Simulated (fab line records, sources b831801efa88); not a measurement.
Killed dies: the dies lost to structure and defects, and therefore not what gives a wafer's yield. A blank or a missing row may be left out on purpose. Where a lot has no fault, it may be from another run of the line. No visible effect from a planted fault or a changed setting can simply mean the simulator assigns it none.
Which tool did it? | flow gf180mcu | Sampling: 6 lots, 18 wafers, 4 of 602 route steps

WHAT EACH GAUGE READ, for each wafer
GF_M4_CD_MEAS_14: the cd target is 280 nm.
lot  | measured     | on        | cd-nm (nm)
L976 | day 23 13:08 | cd-sem-01 | 278.9 280.4 281.2
L980 | day 25 05:23 | cd-sem-02 | 280.9 280.3 280.6
L982 | day 25 19:24 | cd-sem-02 | 278.3 278.7 277.0
L990 | day 28 16:36 | cd-sem-01 | 299.4 299.3 299.5 299.1 299.1 299.3
L993 | day 29 06:57 | cd-sem-01 | 278.3 278.0 278.5
L998 | day 30 07:56 | cd-sem-02 | 282.1 280.3 279.4

EACH LOT AND THE TOOL THAT RAN IT (in order: tool; ch and the chambers of the sampled wafers; start)
lot  | GF_M4_SPUTTER_00             | GF_M4_SPUTTER_04             | GF_M4_PEB_12
L976 | pvd-sputter-03, day 22 14:24 | pvd-sputter-03, day 22 14:35 | litho-track-04 ch 0, day 23 12:49
L980 | pvd-sputter-03, day 24 07:16 | pvd-sputter-03, day 24 07:26 | litho-track-02 ch 0, day 25 05:02
L982 | pvd-sputter-02, day 24 22:44 | pvd-sputter-02, day 24 22:55 | litho-track-01 ch 0, day 25 19:03
L990 | pvd-sputter-01, day 27 21:16 | pvd-sputter-01, day 27 21:26 | litho-track-04 ch 0, day 28 16:15
L993 | pvd-sputter-03, day 28 11:41 | pvd-sputter-03, day 28 11:52 | litho-track-01 ch 0, day 29 06:36
L998 | pvd-sputter-01, day 29 13:41 | pvd-sputter-01, day 29 13:52 | litho-track-02 ch 0, day 30 07:35
- GF_M4_SPUTTER_00: material Ti, target thk 37.5 nm, time 150 s.
- GF_M4_SPUTTER_04: material TiN, target thk 50 nm, time 41.7 s.
- GF_M4_PEB_12: peb time 90 s.

THE ANSWER, worked out from the rows above alone
Rule: what is usual is taken from the lots themselves. The widest of any qualifying gaps counts: lots, ordered by their means at a reading, are off when they make up no more than a third of the lots, leave a main group of 4 or more, and stand apart from it by 3 or more times the standard deviation of that group's means. If all means in a main group match to the digits the tables above print for the reading, that group is not used. A lot without any number at a reading at which 4 lots or more have one is off too. The other lots that the step has rows for count as sound.
Off: L990 (GF_M4_CD_MEAS_14, cd-nm). For the main group the mean is 279.5 nm and the standard deviation 1.2.
A tool fits if, at a process step before that reading, it ran every lot that is off, and no sound lot after the first of them. Those tools and the gauges at GF_M4_CD_MEAS_14 are tried in the same way. One fits: GF_M4_PEB_12 on litho-track-04. Its last sound lot is L976 (day 23 12:49), its first lot that is off L990 (day 28 16:15): a fault that began between those two fits.

WHAT HAD BEEN PUT IN BY THE SIMULATOR
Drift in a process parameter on litho-track-04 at GF_M4_PEB_12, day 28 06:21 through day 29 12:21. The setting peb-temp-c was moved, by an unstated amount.
Lots struck among those shown: L990. The same result came from the rule above.
